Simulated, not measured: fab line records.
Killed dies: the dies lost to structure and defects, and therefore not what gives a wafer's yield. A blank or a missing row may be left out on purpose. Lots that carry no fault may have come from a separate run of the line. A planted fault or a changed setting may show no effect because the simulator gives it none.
fab line records	flow sky130
[record] lots = 9	wafers = 27	last-day = 50
route steps=708 shown METAL1@453 METAL3@533 CAPM@539 PAD_OPEN@708
lots that met no fault: from a run of the same line without faults
start-h: start of the lot's first displayed wafer, in hours after the record's first day	wait-h: hours elapsed since this lot's preceding step	" repeats the value in the row above	L1.1+2: a single row standing in for several wafers	- no value present, or no start provided	* or withheld: withheld	< > ~ a bound
route shown NAME@n: NAME is a module with steps in the file, n the number in the route of the first one	usual: mean/standard deviation taken from wafers without a fault	same: alike in all rows	chamber/n: place in a boat	sites: readings site by site	_std_site: the values' standard deviation	_edge_site: outer sites' mean less inner sites'	radius-mm: how far each site lies from the wafer's centre	mask NAME#n: copy n	behind: tool/chamber where the wafer was last shaped	hold: the reason the lot was held/the length of the hold in hours/how it ended	device: transistor that didn't switch, given as n, p or np	end of line: the tests these same wafers got at the end of their route	step lacking rows: just its recipe	killed: not the wafer's yield, but the dies lost to structure and defects at the first sort	map: a wafer's dies, marking killed ones x, the rest . and places with no die _
set.NAME: the setting that was run; set.NAME@STEP: the one run at that earlier step	model.NAME: the simulator's own value behind a step, which no gauge read
route steps across a sampled set of lots; one table per step, one row per wafer
services: a tool's chamber out of use, with start hour (start-h, from the record's first day; less than 0 if before it), hours out, and reason
[[steps]]
[step SKY_METAL1_METAL_ETCH_19]
[recipe] target-depth-a = 3600	stop-on = SiO2	over-etch-frac = 0.3	time-s = 78	chemistry = Cl2/BCl3	resist-sidewall-deg = 88	pressure-mtorr = 10	icp-w = 900	bias-w = 48.5	Cl2_flow_sccm = 60	bcl3-flow-sccm = 30
[usual] drypump-motor-current-A = 6.0/0.38	oes-product-au = 0.855/0.0063	throttle-valve-pct = 22.264/0.0081
lot.wafer	tool	chamber	start-h	wait-h	drypump-motor-current-A	oes-product-au	rf-hours-counter-h	throttle-valve-pct
L780.1	rie-metal-04	1	763.58	0.0	5.4	0.847	1	22.267
L780.2	"	0	"	"	5.8	0.852	14	22.273
L780.5	"	0	"	"	5.8	0.847	-	22.272
L790.2	rie-metal-04	0	842.35	0.1	5.8	0.847	-	22.263
L790.4	"	0	"	"	5.8	0.854	-	22.269
L790.6	"	0	"	"	5.8	0.853	-	22.262
L793.2	rie-metal-02	1	862.33	0.0	6.5	0.847	16	22.258
L793.3	"	0	"	"	5.8	0.853	-	22.267
L793.5	"	0	"	"	5.8	0.846	-	22.265
L794.1	rie-metal-04	1	874.92	0.1	5.4	0.847	2	22.260
L794.3	"	1	"	"	5.3	0.849	-	22.256
L794.4	"	1	"	"	5.4	0.836	-	22.257
L795.2	rie-metal-01	1	881.28	0.0	6.2	0.851	9	22.253
L795.3	"	0	"	"	6.2	0.858	-	22.277
L795.4	"	1	"	"	6.2	0.854	-	22.260
L800.1	rie-metal-02	0	913.94	0.0	5.8	0.849	2	22.267
L800.4	"	0	"	"	5.8	0.863	-	22.259
L800.5	"	1	"	"	6.6	0.857	-	22.247
L801.2	rie-metal-02	0	925.97	0.0	5.8	0.852	3	22.267
L801.3	"	1	"	"	6.5	0.851	-	22.263
L801.4	"	0	"	"	5.8	0.858	-	22.276
L802.1	rie-metal-02	0	929.12	0.1	5.8	0.849	3	22.249
L802.2	"	0	"	"	5.8	0.853	-	22.254
L802.4	"	0	"	"	5.8	0.855	-	22.260
L803.1	rie-metal-02	0	944.37	0.1	5.8	0.848	5	22.267
L803.4	"	0	"	"	5.8	0.860	-	22.273
L803.6	"	0	"	"	5.8	0.859	-	22.259
[step SKY_METAL3_SPUTTER_01]
[recipe] material = TiN	target-thk-nm = 20	power-w = 6500	time-s = 16.7	chamber-pressure-pa = 0.4
[usual] chamber-pressure-pa = 0.4001/0.00097	throttle-valve-pct = 29.5/1.3
lot.wafer	tool	chamber	start-h	wait-h	chamber-pressure-pa	throttle-valve-pct
L780.1	pvd-sputter-01	-	847.92	0.0	0.4006	29.8
L780.2	"	-	"	"	0.4005	28.6
L780.5	"	-	"	"	0.3990	27.5
L790.2	pvd-sputter-01	-	925.08	0.0	0.4002	28.8
L790.4	"	-	"	"	0.4008	27.5
L790.6	"	-	"	"	0.3997	27.7
L793.2	pvd-sputter-04	-	943.64	0.0	0.4010	31.2
L793.3	"	-	"	"	0.3992	30.3
L793.5	"	-	"	"	0.4011	30.3
L794.1	pvd-sputter-01	-	956.45	0.0	0.3992	27.9
L794.3	"	-	"	"	0.4014	28.4
L794.4	"	-	"	"	0.4004	29.3
L795.2	pvd-sputter-03	-	961.68	0.0	0.4000	31.4
L795.3	"	-	"	"	0.4010	29.3
L795.4	"	-	"	"	0.4006	30.6
L800.1	pvd-sputter-04	-	992.69	0.0	0.4005	30.6
L800.4	"	-	"	"	0.4011	30.4
L800.5	"	-	"	"	0.3983	30.4
L801.2	pvd-sputter-01	-	1003.63	0.0	0.4014	27.8
L801.3	"	-	"	"	0.4020	29.2
L801.4	"	-	"	"	0.3982	29.9
L802.1	pvd-sputter-04	-	1006.11	0.0	0.3986	30.1
L802.2	"	-	"	"	0.4000	30.7
L802.4	"	-	"	"	0.4013	31.0
L803.1	pvd-sputter-04	-	1020.93	0.0	0.4000	27.1
L803.4	"	-	"	"	0.4005	30.5
L803.6	"	-	"	"	0.4012	31.1
[step SKY_CAPM_SPUTTER_02]
[recipe] material = TiN	target-thk-nm = 200	temp-c = 300	power-w = 6500	time-s = 166.7	chamber-pressure-pa = 0.4
[usual] chamber-pressure-pa = 0.4000/0.00078	throttle-valve-pct = 29.2/1.1
lot.wafer	tool	chamber	start-h	wait-h	chamber-pressure-pa	throttle-valve-pct
L780.1	pvd-sputter-04	-	848.13	0.1	0.4003	30.3
L780.2	"	-	"	"	0.3988	30.8
L780.5	"	-	"	"	0.3990	30.3
L790.2	pvd-sputter-02	-	925.29	0.0	0.4002	29.8
L790.4	"	-	"	"	0.4002	29.5
L790.6	"	-	"	"	0.4005	27.7
L793.2	pvd-sputter-01	-	943.85	0.0	0.3995	29.9
L793.3	"	-	"	"	0.3983	27.3
L793.5	"	-	"	"	0.3996	29.8
L794.1	pvd-sputter-04	-	956.67	0.1	0.3993	31.1
L794.3	"	-	"	"	0.3996	30.2
L794.4	"	-	"	"	0.3996	30.2
L795.2	pvd-sputter-04	-	961.92	0.0	0.3992	30.5
L795.3	"	-	"	"	0.4013	30.5
L795.4	"	-	"	"	0.3999	31.0
L800.1	pvd-sputter-02	-	992.91	0.1	0.4001	29.5
L800.4	"	-	"	"	0.3999	28.0
L800.5	"	-	"	"	0.3997	27.8
L801.2	pvd-sputter-04	-	1003.84	0.0	0.3999	27.5
L801.3	"	-	"	"	0.3997	31.0
L801.4	"	-	"	"	0.4004	30.7
L802.1	pvd-sputter-02	-	1006.32	0.1	0.4009	29.1
L802.2	"	-	"	"	0.3984	29.7
L802.4	"	-	"	"	0.3999	28.1
L803.1	pvd-sputter-02	-	1021.14	0.1	0.3999	29.4
L803.4	"	-	"	"	0.3988	27.9
L803.6	"	-	"	"	0.4006	27.8
[step SKY_CAPM_RS_MEAS_03]
[recipe] thk-meas-gauge = four-point-probe	reads = TiN_of_CAPM_SPUTTER_02
[usual] CAPM_TIN_RS = 6.95/0.079
lot.wafer	tool	chamber	start-h	wait-h	CAPM_TIN_RS[ohm/sq]
L780.1	film-metro-03	-	848.24	0.1	7.12
L780.2	"	-	"	"	7.12
L780.5	"	-	"	"	7.18
L790.2	film-metro-02	-	925.42	0.1	6.90
L790.4	"	-	"	"	6.90
L790.6	"	-	"	"	6.19
L793.2	film-metro-01	-	943.98	0.1	6.89
L793.3	"	-	"	"	6.85
L793.5	"	-	"	"	6.90
L794.1	film-metro-03	-	956.77	0.1	7.00
L794.3	"	-	"	"	7.04
L794.4	"	-	"	"	7.03
L795.2	film-metro-03	-	962.05	0.1	6.98
L795.3	"	-	"	"	6.95
L795.4	"	-	"	"	6.97
L800.1	film-metro-01	-	993.02	0.1	6.88
L800.4	"	-	"	"	6.83
L800.5	"	-	"	"	6.86
L801.2	film-metro-03	-	1003.97	0.1	6.94
L801.3	"	-	"	"	6.88
L801.4	"	-	"	"	6.98
L802.1	film-metro-02	-	1006.43	0.1	7.00
L802.2	"	-	"	"	6.96
L802.4	"	-	"	"	6.98
L803.1	film-metro-01	-	1021.25	0.1	6.88
L803.4	"	-	"	"	6.87
L803.6	"	-	"	"	6.87
[step SKY_CAPM_THK_MEAS_04]
[recipe] thk-meas-gauge = xrf	reads = TiN_of_CAPM_SPUTTER_02
[usual] CAPM_TIN_THK = 196.6/2.3
lot.wafer	tool	chamber	start-h	wait-h	CAPM_TIN_THK[nm]
L780.1	film-metro-03	-	848.36	0.1	191.5
L780.2	"	-	"	"	191.1
L780.5	"	-	"	"	189.1
L790.2	film-metro-02	-	925.53	0.1	197.2
L790.4	"	-	"	"	198.8
L790.6	"	-	"	"	219.8
L793.2	film-metro-01	-	944.09	0.1	198.0
L793.3	"	-	"	"	199.1
L793.5	"	-	"	"	197.6
L794.1	film-metro-03	-	956.89	0.1	194.9
L794.3	"	-	"	"	193.9
L794.4	"	-	"	"	194.9
L795.2	film-metro-03	-	962.16	0.1	195.2
L795.3	"	-	"	"	196.9
L795.4	"	-	"	"	196.0
L800.1	film-metro-01	-	993.14	0.1	199.9
L800.4	"	-	"	"	201.0
L800.5	"	-	"	"	200.9
L801.2	film-metro-03	-	1004.08	0.1	196.3
L801.3	"	-	"	"	196.8
L801.4	"	-	"	"	195.3
L802.1	film-metro-02	-	1006.55	0.1	194.2
L802.2	"	-	"	"	195.4
L802.4	"	-	"	"	194.6
L803.1	film-metro-01	-	1021.37	0.1	198.9
L803.4	"	-	"	"	200.2
L803.6	"	-	"	"	199.2
[step SKY_CAPM_OVL_MEAS_12]
[usual] CAPM_OVL = 0.1/1.7
lot.wafer	tool	chamber	start-h	wait-h	CAPM_OVL[nm]
L780.1	overlay-01	-	874.22	0.1	-0.3
L780.2	"	-	"	"	0.1
L780.5	"	-	"	"	0.9
L790.2	overlay-02	-	949.85	0.1	1.1
L790.4	"	-	"	"	-1.1
L790.6	"	-	"	"	0.0
L793.2	overlay-01	-	968.25	0.1	0.6
L793.3	"	-	"	"	-0.2
L793.5	"	-	"	"	1.4
L794.1	overlay-01	-	980.83	0.1	0.7
L794.3	"	-	"	"	2.6
L794.4	"	-	"	"	1.3
L795.2	overlay-02	-	985.30	0.1	3.0
L795.3	"	-	"	"	1.4
L795.4	"	-	"	"	0.3
L800.1	overlay-02	-	1015.67	0.1	0.2
L800.4	"	-	"	"	-2.8
L800.5	"	-	"	"	-1.9
L801.2	overlay-01	-	1027.19	0.1	0.2
L801.3	"	-	"	"	3.6
L801.4	"	-	"	"	-2.0
L802.1	overlay-01	-	1029.69	0.1	1.0
L802.2	"	-	"	"	0.6
L802.4	"	-	"	"	1.0
L803.1	overlay-01	-	1043.83	0.1	1.2
L803.4	"	-	"	"	1.0
L803.6	"	-	"	"	0.3
[step SKY_CAPM_METAL_ETCH_13]
[recipe] target-depth-nm = 220	stop-on = SiO2	chemistry = Cl2/BCl3	target = TiN	pressure-mtorr = 10	icp-w = 900	bias-w = 48.5	Cl2_flow_sccm = 60	bcl3-flow-sccm = 30	time-s = 62.9
[usual] drypump-motor-current-A = 5.7/0.42	oes-product-au = 0.939/0.0078	throttle-valve-pct = 21.903/0.011
lot.wafer	tool	chamber	start-h	wait-h	drypump-motor-current-A	oes-product-au	rf-hours-counter-h	throttle-valve-pct
L780.1	rie-metal-01	1	874.26	0.0	6.2	0.934	8	21.901
L780.2	"	0	"	"	6.2	0.923	13	21.907
L780.5	"	0	"	"	6.2	0.916	-	21.921
L790.2	rie-metal-01	0	949.88	0.0	6.2	0.950	16	21.886
L790.4	"	0	"	"	6.2	0.947	-	21.918
L790.6	"	0	"	"	6.2	1.010	-	21.869
L793.2	rie-metal-01	1	968.28	0.0	6.2	0.944	13	21.900
L793.3	"	0	"	"	6.2	0.942	-	21.886
L793.5	"	1	"	"	6.2	0.946	-	21.905
L794.1	rie-metal-03	1	980.87	0.0	5.1	0.934	19	21.890
L794.3	"	0	"	"	5.8	0.927	-	21.908
L794.4	"	1	"	"	5.1	0.934	-	21.902
L795.2	rie-metal-01	1	985.33	0.0	6.2	0.932	14	21.907
L795.3	"	1	"	"	6.2	0.946	-	21.906
L795.4	"	0	"	"	6.2	0.933	-	21.905
L800.1	rie-metal-03	0	1015.71	0.0	5.7	0.946	9	21.908
L800.4	"	1	"	"	5.1	0.950	-	21.893
L800.5	"	0	"	"	5.8	0.947	-	21.883
L801.2	rie-metal-01	1	1027.24	0.0	6.2	0.944	-	21.895
L801.3	"	1	"	"	6.1	0.945	-	21.894
L801.4	"	1	"	"	6.2	0.934	-	21.904
L802.1	rie-metal-03	0	1029.73	0.0	5.8	0.928	10	21.924
L802.2	"	1	"	"	5.1	0.938	23	21.902
L802.4	"	1	"	"	5.1	0.941	-	21.914
L803.1	rie-metal-01	1	1043.86	0.0	6.2	0.942	18	21.900
L803.4	"	0	"	"	6.2	0.950	-	21.880
L803.6	"	0	"	"	6.2	0.941	-	21.887
[step SKY_PAD_OPEN_PROBE_99]
[usual] defect-limited-yield = 82.7/1.9	killed_at_M0_to_M3 = 43/7.3	killed_at_M4_up = 3.1/1.7	killed-at-contacts = 25/5.3	killed-at-front-end = 14/4.1	killed-at-other = 0.3/0.56	killed-dies = 85/9.4	killed-on-rim = 17/4	killed-open = 46/7.4	killed-short = 38/5.8	sort_bin_3_pad_short = 0.8/0.4	sort_bin_5_function = 10.2/1.5	sort_bin_6_memory = 6.2/1.2	sort-n-pass = 407/9.4	sort-yield-pct = 82.7/1.9
[same] gross-dies = 492	killed-at-back-side = 0	sort_bin_4_leakage[%] = 0	sort_bin_8_speed[%] = 0
lot.wafer	tool	chamber	start-h	wait-h	defect-limited-yield[%]	killed_at_M0_to_M3	killed_at_M4_up	killed-at-contacts	killed-at-front-end	killed-at-other	killed-dies	killed-on-rim	killed-open	killed-short	sort_bin_3_pad_short[%]	sort_bin_5_function[%]	sort_bin_6_memory[%]	sort-n-pass	sort-yield-pct[%]
L780.1	prober-02	-	1076.63	0.1	82.1	41	2	24	20	1	88	10	50	37	0.4	10.6	6.9	404	82.1
L780.2	prober-02	-	1076.68	0.1	83.7	40	4	24	11	1	80	13	46	33	0.4	7.7	8.1	412	83.7
L780.5	prober-02	-	1076.83	0.2	84.3	33	5	24	13	2	77	13	49	27	0.4	8.3	6.9	415	84.3
L790.2	prober-01	-	1138.66	0.1	83.9	40	4	21	14	0	79	13	42	36	0.4	11.2	4.5	413	83.9
L790.4	prober-01	-	1138.76	0.2	81.9	46	1	23	18	1	89	17	41	48	0.8	11.0	6.3	403	81.9
L790.6	prober-01	-	1138.86	0.2	83.1	43	4	21	14	1	83	22	47	35	0.2	10.4	6.3	409	83.1
L793.2	prober-02	-	1150.94	0.1	79.7	43	4	31	20	2	100	14	48	52	1.0	11.2	8.1	392	79.7
L793.3	prober-02	-	1150.99	0.2	87.4	34	1	18	9	0	62	11	35	27	0.8	7.9	3.9	430	87.4
L793.5	prober-02	-	1151.09	0.2	81.9	52	4	18	15	0	89	18	42	47	1.0	11.2	5.9	403	81.9
L794.1	prober-01	-	1161.66	0.1	82.9	46	1	21	16	0	84	12	46	38	1.4	9.6	6.1	408	82.9
L794.3	prober-01	-	1161.76	0.2	83.5	41	2	22	16	0	81	19	44	37	0.4	11.0	5.1	411	83.5
L794.4	prober-01	-	1161.81	0.2	82.9	43	2	23	15	1	84	14	52	32	0.2	9.3	7.5	408	82.9
L795.2	prober-02	-	1163.20	0.1	79.1	54	6	26	17	0	103	21	58	45	1.0	11.4	8.5	389	79.1
L795.3	prober-02	-	1163.25	0.2	83.3	52	1	19	10	0	82	15	55	26	0.6	10.0	6.1	410	83.3
L795.4	prober-02	-	1163.30	0.2	80.9	51	4	21	18	0	94	22	43	50	1.0	11.0	7.1	398	80.9
L800.1	prober-01	-	1185.30	0.1	83.7	34	2	26	17	1	80	23	46	34	0.8	9.3	6.1	412	83.7
L800.4	prober-01	-	1185.45	0.2	83.5	39	4	26	12	0	81	19	45	36	1.2	9.1	6.1	411	83.5
L800.5	prober-01	-	1185.50	0.2	80.3	36	4	32	25	0	97	18	45	52	1.0	11.2	7.5	395	80.3
L801.2	prober-01	-	1195.69	0.1	85.0	36	5	23	10	0	74	15	43	31	0.4	7.9	6.7	418	85.0
L801.3	prober-01	-	1195.74	0.2	82.9	46	2	24	12	0	84	13	41	43	1.0	9.1	6.9	408	82.9
L801.4	prober-01	-	1195.79	0.2	84.1	43	1	20	14	0	78	14	50	28	0.2	8.9	6.7	414	84.1
L802.1	prober-02	-	1197.14	0.1	86.2	36	4	18	10	0	68	10	33	35	0.4	7.5	5.9	424	86.2
L802.2	prober-02	-	1197.19	0.1	82.3	36	4	28	19	0	87	15	48	37	0.6	10.2	6.9	405	82.3
L802.4	prober-02	-	1197.29	0.2	84.1	33	3	31	11	0	78	16	45	33	0.6	9.8	5.5	414	84.1
L803.1	prober-01	-	1204.69	0.1	81.1	58	2	21	12	0	93	18	51	42	0.8	11.6	6.5	399	81.1
L803.4	prober-01	-	1204.84	0.2	83.3	50	2	17	13	0	82	19	37	45	0.4	11.6	4.7	410	83.3
L803.6	prober-01	-	1204.94	0.2	83.1	39	3	29	12	0	83	15	45	38	1.0	9.6	6.3	409	83.1
// killed by level:class
L780.1 LI_CONTACT:geometric-particle:open=8 VIA1:geometric-particle:open=8 FIELD_ISO:geometric-particle:open=7 CONTACT:geometric-particle:open=7 METAL2:geometric-particle:short=7 VIA3:geometric-particle:open=7 METAL1:geometric-particle:short=6 CONTACT:geometric-particle:short=5
L780.2 CONTACT:geometric-particle:open=17 METAL2:geometric-particle:short=8 VIA1:geometric-particle:open=7 METAL1:geometric-particle:short=5 VIA2:geometric-particle:open=5 VIA3:geometric-particle:open=4 POLY_GATE:geometric-particle:short=3 LOCAL_INTERCONNECT:geometric-particle:short=3
L780.5 LI_CONTACT:geometric-particle:open=10 VIA1:geometric-particle:open=10 CONTACT:geometric-particle:open=9 FIELD_ISO:geometric-particle:short=5 VIA3:geometric-particle:open=5 CONTACT:geometric-particle:short=4 POLY_GATE:geometric-particle:open=3 METAL1:geometric-particle:open=3
L790.2 LI_CONTACT:geometric-particle:open=10 VIA3:geometric-particle:open=7 VIA1:geometric-particle:short=7 CONTACT:geometric-particle:short=6 FIELD_ISO:geometric-particle:open=5 METAL1:geometric-particle:short=5 CONTACT:geometric-particle:open=5 VIA2:geometric-particle:open=5
L790.4 VIA1:geometric-particle:open=13 VIA1:geometric-particle:short=7 FIELD_ISO:geometric-particle:short=6 LI_CONTACT:geometric-particle:open=6 CONTACT:geometric-particle:open=6 POLY_GATE:geometric-particle:short=5 CONTACT:geometric-particle:short=5 VIA2:geometric-particle:short=5
L790.6 CONTACT:geometric-particle:open=9 VIA1:geometric-particle:open=8 VIA2:geometric-particle:open=7 METAL1:geometric-particle:short=7 METAL2:geometric-particle:short=7 FIELD_ISO:geometric-particle:open=5 LI_CONTACT:geometric-particle:open=5 VIA1:geometric-particle:short=5
L793.2 VIA2:geometric-particle:open=9 CONTACT:geometric-particle:open=9 VIA1:geometric-particle:open=9 METAL1:geometric-particle:short=7 CONTACT:geometric-particle:short=7 FIELD_ISO:geometric-particle:short=6 LI_CONTACT:geometric-particle:open=6 METAL2:geometric-particle:short=5
L793.3 VIA1:geometric-particle:open=8 CONTACT:geometric-particle:open=7 VIA3:geometric-particle:open=6 METAL2:geometric-particle:short=6 LOCAL_INTERCONNECT:geometric-particle:short=5 FIELD_ISO:geometric-particle:open=4 CONTACT:geometric-particle:short=4 VIA1:geometric-particle:short=3
L793.5 VIA1:geometric-particle:open=14 METAL1:geometric-particle:short=8 POLY_GATE:geometric-particle:short=6 CONTACT:geometric-particle:open=6 VIA1:geometric-particle:short=6 CONTACT:geometric-particle:short=5 VIA3:geometric-particle:open=5 METAL3:geometric-particle:short=4
L794.1 VIA1:geometric-particle:open=10 LI_CONTACT:geometric-particle:open=9 VIA3:geometric-particle:open=8 POLY_GATE:geometric-particle:open=7 METAL2:geometric-particle:short=7 VIA1:geometric-particle:short=6 METAL1:geometric-particle:short=5 POLY_GATE:geometric-particle:short=4
L794.3 VIA1:geometric-particle:open=12 LI_CONTACT:geometric-particle:open=8 CONTACT:geometric-particle:open=6 POLY_GATE:geometric-particle:short=5 VIA1:geometric-particle:short=5 VIA2:geometric-particle:open=5 METAL1:geometric-particle:short=4 POLY_GATE:geometric-particle:open=4
L794.4 VIA1:geometric-particle:open=13 LI_CONTACT:geometric-particle:open=8 CONTACT:geometric-particle:open=8 VIA2:geometric-particle:open=6 VIA1:geometric-particle:short=5 FIELD_ISO:geometric-particle:open=4 LOCAL_INTERCONNECT:geometric-particle:short=4 METAL1:geometric-particle:short=4
L795.2 VIA1:geometric-particle:open=12 VIA2:geometric-particle:open=12 CONTACT:geometric-particle:open=9 VIA1:geometric-particle:short=8 POLY_GATE:geometric-particle:open=6 POLY_GATE:geometric-particle:short=5 LI_CONTACT:geometric-particle:open=5 METAL4:geometric-particle:short=5
L795.3 VIA1:geometric-particle:open=19 VIA2:geometric-particle:open=11 CONTACT:geometric-particle:open=7 VIA3:geometric-particle:open=6 POLY_GATE:geometric-particle:short=4 LI_CONTACT:geometric-particle:short=4 METAL1:geometric-particle:short=3 METAL2:geometric-particle:short=3
L795.4 VIA1:geometric-particle:short=14 CONTACT:geometric-particle:open=8 POLY_GATE:geometric-particle:short=8 VIA1:geometric-particle:open=8 METAL1:geometric-particle:short=6 METAL2:geometric-particle:short=6 POLY_GATE:geometric-particle:open=5 LI_CONTACT:geometric-particle:open=5
L800.1 VIA1:geometric-particle:open=8 LI_CONTACT:geometric-particle:open=8 POLY_GATE:geometric-particle:open=7 CONTACT:geometric-particle:open=7 VIA1:geometric-particle:short=5 VIA2:geometric-particle:open=5 LOCAL_INTERCONNECT:geometric-particle:short=4 CONTACT:geometric-particle:short=4
L800.4 METAL1:geometric-particle:short=9 LI_CONTACT:geometric-particle:open=9 VIA3:geometric-particle:open=9 CONTACT:geometric-particle:open=7 VIA1:geometric-particle:open=6 POLY_GATE:geometric-particle:open=5 CONTACT:geometric-particle:short=5 METAL3:geometric-particle:short=5
L800.5 CONTACT:geometric-particle:open=12 VIA1:geometric-particle:open=12 POLY_GATE:geometric-particle:short=9 CONTACT:geometric-particle:short=7 METAL2:geometric-particle:short=6 LI_CONTACT:geometric-particle:open=6 METAL1:geometric-particle:short=6 FIELD_ISO:geometric-particle:open=5
L801.2 CONTACT:geometric-particle:open=8 VIA2:geometric-particle:open=8 LI_CONTACT:geometric-particle:open=5 METAL4:geometric-particle:short=5 LOCAL_INTERCONNECT:geometric-particle:short=4 CONTACT:geometric-particle:short=4 METAL1:geometric-particle:open=4 VIA1:geometric-particle:open=4
L801.3 METAL2:geometric-particle:short=11 CONTACT:geometric-particle:open=10 METAL1:geometric-particle:short=7 LOCAL_INTERCONNECT:geometric-particle:short=6 VIA1:geometric-particle:open=6 VIA1:geometric-particle:short=5 VIA3:geometric-particle:open=5 FIELD_ISO:geometric-particle:open=4
L801.4 CONTACT:geometric-particle:open=10 VIA1:geometric-particle:open=9 FIELD_ISO:geometric-particle:open=6 VIA3:geometric-particle:open=6 METAL2:geometric-particle:open=5 VIA2:geometric-particle:open=5 CONTACT:geometric-particle:short=4 VIA1:geometric-particle:short=4
L802.1 CONTACT:geometric-particle:short=7 VIA1:geometric-particle:open=7 VIA3:geometric-particle:open=7 CONTACT:geometric-particle:open=5 METAL1:geometric-particle:short=4 METAL4:geometric-particle:short=4 FIELD_ISO:geometric-particle:open=3 SPACER:geometric-particle:short=3
L802.2 CONTACT:geometric-particle:open=11 VIA1:geometric-particle:open=9 FIELD_ISO:geometric-particle:short=7 VIA2:geometric-particle:open=6 VIA3:geometric-particle:open=6 FIELD_ISO:geometric-particle:open=5 CONTACT:geometric-particle:short=5 LI_CONTACT:geometric-particle:open=5
L802.4 CONTACT:geometric-particle:open=11 LI_CONTACT:geometric-particle:open=8 VIA1:geometric-particle:open=7 CONTACT:geometric-particle:short=6 METAL2:geometric-particle:short=5 METAL3:geometric-particle:short=5 VIA3:geometric-particle:open=5 VIA2:geometric-particle:open=4
L803.1 VIA1:geometric-particle:open=13 VIA3:geometric-particle:open=12 CONTACT:geometric-particle:open=9 VIA1:geometric-particle:short=8 LI_CONTACT:geometric-particle:open=6 METAL1:geometric-particle:short=6 VIA2:geometric-particle:short=6 METAL2:geometric-particle:short=6
L803.4 VIA1:geometric-particle:open=11 METAL2:geometric-particle:short=10 LOCAL_INTERCONNECT:geometric-particle:short=7 METAL1:geometric-particle:short=7 CONTACT:geometric-particle:open=6 VIA1:geometric-particle:short=6 VIA3:geometric-particle:open=5 VIA2:geometric-particle:open=4
L803.6 VIA1:geometric-particle:open=11 CONTACT:geometric-particle:open=8 METAL1:geometric-particle:short=8 LI_CONTACT:geometric-particle:short=7 LI_CONTACT:geometric-particle:open=7 CONTACT:geometric-particle:short=5 METAL1:geometric-particle:open=4 VIA1:geometric-particle:short=4
[[services]]
tool	chamber	start-h	hours	kind
rie-metal-04	1	776.72	88.2	repair
pvd-sputter-01	-	778.26	2.4	repair
rie-metal-02	-	785.29	1.4	pm
rie-metal-02	-	788.63	0.6	repair
pvd-sputter-02	-	792.97	1.8	repair
rie-metal-03	-	799.87	1.1	repair
pvd-sputter-04	1	807.55	-	consumable-replace:kit
pvd-sputter-04	1	807.55	18.0	scheduled-down
pvd-sputter-04	1	807.55	18.0	vent-cycle
rie-metal-01	-	887.20	0.6	repair
rie-metal-01	0	899.65	6.2	repair
rie-metal-04	-	904.11	0.2	repair
rie-metal-04	-	928.18	2.5	repair
pvd-sputter-04	-	929.15	1.2	repair
rie-metal-03	0	949.59	1.5	repair
rie-metal-03	-	959.00	2.8	pm
pvd-sputter-01	-	964.88	5.1	repair
pvd-sputter-01	-	975.40	0.6	repair
pvd-sputter-04	0	980.00	-	consumable-replace:kit
rie-metal-04	-	980.25	7.6	repair
pvd-sputter-01	-	992.24	2.5	repair
pvd-sputter-04	-	1007.05	11.3	repair
pvd-sputter-01	-	1015.50	1.3	repair
rie-metal-02	-	1019.13	0.2	repair
[[key]]
[first-sign] step = SKY_CAPM_RS_MEAS_03	reading = CAPM_TIN_RS	direction = down	sigmas = 9.6	usual = 6.95	struck = 6.19
[effect] step = SKY_CAPM_THK_MEAS_04	reading = CAPM_TIN_THK	direction = up	sigmas = 10	usual = 196.6	struck = 219.8
[effect] step = SKY_CAPM_METAL_ETCH_13	reading = oes-product-au	direction = up	sigmas = 9.1	usual = 0.939	struck = 1.010
met-at SKY_CAPM_SPUTTER_02
struck-lots L790
struck-wafers L790.6
not-acting-at SKY_METAL1_METAL_ETCH_19,SKY_METAL3_SPUTTER_01,SKY_CAPM_OVL_MEAS_12
[fault] kind = process-parameter-drift	tool = pvd-sputter-02	chamber = -	onset-h = 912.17	steps = SKY_CAPM_SPUTTER_02	channel = time-s	offset = *	shape = step	end-h = 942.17	acts-in = *	stated = *	scope = struck-wafers-only
